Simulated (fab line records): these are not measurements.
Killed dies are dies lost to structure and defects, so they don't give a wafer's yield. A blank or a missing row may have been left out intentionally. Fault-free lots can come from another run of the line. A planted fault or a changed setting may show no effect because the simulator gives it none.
What tool caused it? ; flow sfq-line ; Sampling: 10 lots, 30 wafers, 2 of 325 route steps

== WHAT THE GAUGES SHOWED, per wafer ==
SFQ_I1_OVL_MEAS_913.
lot;measured;on;I1_OVL (nm)
L585;day 23 11:31;overlay-02;9 9 1
L586;day 23 12:44;overlay-02;6 4 11
L587;day 23 15:08;overlay-01;6 1 12
L588;day 24 04:45;overlay-01;-2 -3 2
L595;day 27 16:08;overlay-02;12 15 10
L599;day 29 01:13;overlay-02;1 4 1
L604;day 29 10:15;overlay-01;7 9 8
L606;day 29 13:51;overlay-01;5 1 9
L607;day 36 00:47;overlay-02;0 -1 -4
L608;day 36 07:58;overlay-01;-8 -7 0

== TOOL THAT RAN EACH LOT (tool first, then ch and the chambers of the sampled wafers, then the start) ==
lot;SFQ_TRILAYER_M1_DEP_SPUTTER_037
L585;pvd-sputter-05, day 16 02:15
L586;pvd-sputter-05, day 16 10:39
L587;pvd-sputter-05, day 16 21:27
L588;pvd-sputter-06, day 17 11:59
L595;pvd-sputter-03, day 20 23:50
L599;pvd-sputter-06, day 22 10:04
L604;pvd-sputter-05, day 22 15:53
L606;pvd-sputter-05, day 22 18:17
L607;pvd-sputter-03, day 22 19:40
L608;pvd-sputter-06, day 22 20:41
- SFQ_TRILAYER_M1_DEP_SPUTTER_037: material Nb, target thk 200 nm, time 133.3 s.

== THE ANSWER, worked out from the rows above alone ==
Rule: usual is defined by the lots themselves. The widest of any qualifying gaps counts: lots, ordered by their means at a reading, are off when they make up no more than a third of the lots, leave a main group of 4 or more, and stand apart from it by 3 or more times the standard deviation of that group's means. If all means in a main group match to the digits the tables above print for the reading, that group is not used. A lot without any number at a reading at which 4 lots or more have one is off too. All remaining lots with rows at the step are treated as sound.
No lot is off at any reading shown: from this, nothing can be told.

== WHAT WAS PUT IN BY THE SIMULATOR ==
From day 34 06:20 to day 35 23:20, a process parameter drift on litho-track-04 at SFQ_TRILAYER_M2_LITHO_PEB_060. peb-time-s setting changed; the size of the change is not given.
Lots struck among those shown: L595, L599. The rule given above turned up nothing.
